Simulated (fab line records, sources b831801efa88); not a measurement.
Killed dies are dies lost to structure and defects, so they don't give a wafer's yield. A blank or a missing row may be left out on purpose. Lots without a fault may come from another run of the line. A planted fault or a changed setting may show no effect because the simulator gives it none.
Which tool did it? | flow sfq_line | 15 lots, 43 wafers sampled, at 2 steps of a route of 325

WHAT THE GAUGES READ, wafer by wafer
SFQ_M1_RS_MEAS_909: measures by four-point-probe.
lot  | measured     | on            | M1_NB_RS (ohm/sq)
L973 | day 17 10:53 | film_metro-03 | 0.894 0.887 0.895
L974 | day 17 15:41 | film_metro-04 | 0.901 0.895 0.922
L975 | day 18 06:48 | film_metro-03 | 0.900 0.887 0.894
L976 | day 18 19:36 | film_metro-04 | 0.903 0.898 0.898
L978 | day 20 07:59 | film_metro-03 | 0.893 0.888 0.891
L979 | day 20 16:15 | film_metro-04 | 0.897 0.899 0.892
L980 | day 21 03:16 | film_metro-04 | 0.900 0.901 0.895
L981 | day 21 17:28 | film_metro-03 | 0.890 0.878 0.879
L982 | day 22 09:04 | film_metro-03 | 0.883 0.897 0.901
L987 | day 24 13:56 | film_metro-02 | 0.887 1.214
L989 | day 25 04:59 | film_metro-03 | 0.895 0.883 1.201
L991 | day 25 15:50 | film_metro-04 | 0.911 1.268
L994 | day 27 03:49 | film_metro-04 | 0.884 0.899 0.884
L995 | day 27 16:59 | film_metro-02 | 0.880 0.876 0.879
L996 | day 28 03:56 | film_metro-04 | 0.893 0.897 0.907

WHICH TOOL RAN EACH LOT (tool, then ch and the chambers of the sampled wafers, then the start)
lot  | SFQ_TRILAYER_M1_DEP_SPUTTER_037
L973 | pvd_sputter-03, day 17 10:47
L974 | pvd_sputter-05, day 17 15:36
L975 | pvd_sputter-04, day 18 06:43
L976 | pvd_sputter-05, day 18 19:31
L978 | pvd_sputter-03, day 20 07:50
L979 | pvd_sputter-04, day 20 16:10
L980 | pvd_sputter-04, day 21 03:08
L981 | pvd_sputter-04, day 21 17:22
L982 | pvd_sputter-03, day 22 08:58
L987 | pvd_sputter-03, day 24 13:49
L989 | pvd_sputter-03, day 25 04:54
L991 | pvd_sputter-03, day 25 15:42
L994 | pvd_sputter-05, day 27 03:42
L995 | pvd_sputter-03, day 27 16:54
L996 | pvd_sputter-05, day 28 03:50
- SFQ_TRILAYER_M1_DEP_SPUTTER_037: material Nb, target thk 200 nm, time 133.3 s.

WHAT THE TOOLS THEMSELVES READ (means of the sampled wafers that have a number; where no wafer has one, the mark that the record gives instead)
SFQ_TRILAYER_M1_DEP_SPUTTER_037.
lot  | tool           | base_pressure_pa (Pa) | throttle_valve_pct (%)
L973 | pvd_sputter-03 | 1.36e-06              | 30.0
L974 | pvd_sputter-05 | 1.33e-06              | 30.1
L975 | pvd_sputter-04 | 1.36e-06              | 30.0
L976 | pvd_sputter-05 | 1.38e-06              | 29.1
L978 | pvd_sputter-03 | 1.36e-06              | 30.7
L979 | pvd_sputter-04 | 1.36e-06              | 30.1
L980 | pvd_sputter-04 | 1.27e-06              | 29.4
L981 | pvd_sputter-04 | 1.33e-06              | 30.1
L982 | pvd_sputter-03 | 1.36e-06              | 30.8
L987 | pvd_sputter-03 | 1.28e-06              | 31.1
L989 | pvd_sputter-03 | 1.28e-06              | 30.8
L991 | pvd_sputter-03 | 1.41e-06              | 30.6
L994 | pvd_sputter-05 | 1.34e-06              | 30.2
L995 | pvd_sputter-03 | 1.32e-06              | 30.7
L996 | pvd_sputter-05 | 1.31e-06              | 30.1

THE ANSWER, worked out from the rows above alone
Rule: what is usual is taken from the lots themselves. Put in order of their means at a reading, lots are off if they are a third of the lots or fewer, leave a main group of 4 or more, and stand apart from it by a gap of 3 or more times the standard deviation of the main group's means; of several such gaps the widest counts. A main group whose means are all the same, to the digits that the tables above print for the reading, isn't used. A lot without any number at a reading at which 4 lots or more have one is off too. The other lots that the step has rows for count as sound. The gauges are gone through in route order, then the tools' own readings, and for those a lot's mean is taken as printed above. The first step at which some lot is off is used, and at that step the reading that is off furthest; a lot without a number counts as furthest.
Off: L987, L989, L991, at SFQ_M1_RS_MEAS_909 (M1_NB_RS). The main group: mean 0.893 ohm/sq, standard deviation 0.0073.
A tool fits if, at a process step before that reading, it ran every lot that is off, and no sound lot after the first of them. The gauges at SFQ_M1_RS_MEAS_909 are tried like those tools. None of those tried fits.

WHAT THE SIMULATOR HAD PUT IN
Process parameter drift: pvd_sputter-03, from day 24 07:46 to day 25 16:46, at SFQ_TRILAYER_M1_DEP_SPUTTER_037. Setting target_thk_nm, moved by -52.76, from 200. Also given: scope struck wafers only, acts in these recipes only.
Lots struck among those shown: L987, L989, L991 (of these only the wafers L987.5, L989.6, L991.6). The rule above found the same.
